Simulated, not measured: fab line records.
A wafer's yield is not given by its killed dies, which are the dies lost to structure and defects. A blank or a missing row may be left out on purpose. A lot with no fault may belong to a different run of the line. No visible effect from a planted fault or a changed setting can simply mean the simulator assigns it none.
What tool caused it? / flow gf180mcu / 6 lots (18 wafers sampled), 1 step of a 602-step route

WHAT THE GAUGES READ, wafer by wafer
GF_M5_OVL_MEAS_08.
lot=L263; measured=day 26 18:55; on=overlay-01; M5_OVL (nm)=-2 7 -4
lot=L266; measured=day 27 14:17; on=overlay-01; M5_OVL (nm)=-5 -5 2
lot=L272; measured=day 29 15:01; on=overlay-02; M5_OVL (nm)=4 2 2
lot=L274; measured=day 30 04:26; on=overlay-02; M5_OVL (nm)=-4 -12 -6
lot=L282; measured=day 32 09:49; on=overlay-02; M5_OVL (nm)=-12 -20 -4
lot=L284; measured=day 32 17:36; on=overlay-02; M5_OVL (nm)=-5 -4 -2

TOOL THAT RAN EACH LOT (tool first, then ch and the chambers of the sampled wafers, then the start)
No process step before these readings appears in the record.

THE ANSWER, worked out from the rows above alone
Rule: the usual values come from the lots themselves. Put in order of their means at a reading, lots are off if they are a third of the lots or fewer, leave a main group of 4 or more, and stand apart from it by a gap of 3 or more times the standard deviation of the main group's means; of several such gaps the widest counts. A main group is skipped when, at the precision printed for the reading in the tables above, its means are all equal. A lot without any number at a reading at which 4 lots or more have one is off too. All remaining lots with rows at the step are treated as sound.
None of the lots is off at any reading shown; this tells nothing.

WHAT THE SIMULATOR PUT IN
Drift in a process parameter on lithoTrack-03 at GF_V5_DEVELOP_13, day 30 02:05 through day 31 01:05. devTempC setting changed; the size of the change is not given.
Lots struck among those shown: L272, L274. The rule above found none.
